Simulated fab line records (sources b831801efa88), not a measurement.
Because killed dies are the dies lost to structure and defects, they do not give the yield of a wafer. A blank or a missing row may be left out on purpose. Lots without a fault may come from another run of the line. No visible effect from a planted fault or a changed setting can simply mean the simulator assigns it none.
The tool behind it: which one? + flow gf180mcu + 12 lots, 36 wafers sampled, at 1 step of a route of 602

## WHAT THE GAUGES READ, wafer by wafer
GF_HV_LDD_TW_MEAS_11.
| lot  | measured     | on            | HV_LDD_TW      |
|------|--------------|---------------|----------------|
| L075 | day 10 08:17 | film metro-01 | 2431 2443 2427 |
| L077 | day 11 08:13 | film metro-03 | 2440 2429 2424 |
| L079 | day 11 14:32 | film metro-04 | 2434 2430 2429 |
| L081 | day 12 07:47 | film metro-04 | 2418 2424 2412 |
| L083 | day 13 02:31 | film metro-04 | 2432 2429 2414 |
| L085 | day 13 08:10 | film metro-04 | 2419 2417 2421 |
| L087 | day 14 00:59 | film metro-01 | 2416 2434 2418 |
| L089 | day 14 13:22 | film metro-01 | 2420 2430 2421 |
| L092 | day 15 18:07 | film metro-04 | 2431 2427 2435 |
| L093 | day 15 23:10 | film metro-03 | 2434 2434 2426 |
| L095 | day 16 11:47 | film metro-01 | 2409 2401 2413 |
| L097 | day 17 07:22 | film metro-03 | 2422 2440 2435 |

## WHICH TOOL RAN EACH LOT (tool, then ch and the chambers of the sampled wafers, then the start)
Before these readings, the record contains no process step.

## THE ANSWER, worked out from the rows above alone
Rule: the usual values come from the lots themselves. Put in order of their means at a reading, lots are off if they are a third of the lots or fewer, leave a main group of 4 or more, and stand apart from it by a gap of 3 or more times the standard deviation of the main group's means; of several such gaps the widest counts. A main group whose means are all the same, to the digits that the tables above print for the reading, isn't used. A lot without any number at a reading at which 4 lots or more have one is off too. Where the step has rows for the other lots, those lots are counted as sound.
Nothing can be told from this: no lot is off at any reading shown.

## WHAT HAD BEEN PUT IN BY THE SIMULATOR
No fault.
